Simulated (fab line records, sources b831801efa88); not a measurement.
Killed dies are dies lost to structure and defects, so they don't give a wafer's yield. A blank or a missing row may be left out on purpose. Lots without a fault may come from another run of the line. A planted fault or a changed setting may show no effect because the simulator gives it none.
Problem report in the 8D (eight disciplines) form, filled by code | flow sky130 | the parts of the form that need people (team, actions taken, sign-off) are left out

1. THE PROBLEM
beam_energy_keV at SKY_LDD_LDN_IMPLANT_08 reads a mean of 15.338 on 9 wafers of 3 lots; wafers without a fault read 14.999 with a standard deviation of 0.0045. That is +75 standard deviations from the usual mean.
First seen on wafer L130.4, day 26 19:31, on implanter-04. The record holds 39 wafers of 13 lots with a number at this step. Rule for "out", or "out of limits": more than 4 standard deviations from the usual mean. The other wafers with a number count as sound.

2. WHAT IT IS AND WHAT IT IS NOT
question                    | is                     | is not
which readings at this step | beam_energy_keV        | dose_ions_cm2
which lots                  | L130, L132, L133       | L122, L123, L126, L135, L136, L138, L140, L143, L144, L145
which wafers of those lots  | all that have a number | -
read on which tools         | implanter-04           | implanter-02, implanter-03
when                        | from day 26 19:31      | up to then (9 sound wafers); but 21 sound wafers of L135, L136, L138, L140, L143, L144, L145 came after

3. SUSPECTS, AND WHAT RULES EACH OUT
Counting: a tool at a process step up to the reading stays a suspect if it ran every lot that is out and no sound lot after the first of them.
- implanter-04 at SKY_LDD_LDN_IMPLANT_08: kept. It ran every lot that is out, first L130 (day 26 19:31), and no sound lot after that; its last sound lot up to then is L126 (day 25 06:37). Its own readings are out on those wafers: beam_energy_keV.
Left after counting: implanter-04 at SKY_LDD_LDN_IMPLANT_08.

4. THE CAUSE (what the simulator had put in)
Process parameter drift: implanter-04, from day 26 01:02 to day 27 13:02, at SKY_LDD_LDN_IMPLANT_08. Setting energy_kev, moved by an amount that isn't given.
Counting left only this tool.

5. THE CHAIN OF EFFECTS, in route order
Each row: a reading whose mean over the struck wafers that have a number lies more than 3 standard deviations from the usual. Only readings for which the record gives a usual standard deviation are gone through. hours: the time from each lot's start at the first step in this table that gives one to its start at this step, as a median over the lots. sigmas: the change in usual standard deviations.
hours | step                   | reading         | usual  | on struck wafers | change | sigmas
0     | SKY_LDD_LDN_IMPLANT_08 | beam_energy_keV | 14.999 | 15.338           | +0.339 | +75
The process steps in it:
- SKY_LDD_LDN_IMPLANT_08

6. WHAT WOULD HAVE CAUGHT IT SOONER
In this record the first reading out of limits was taken at day 26 19:31, 18 hours after the fault began at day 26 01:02.
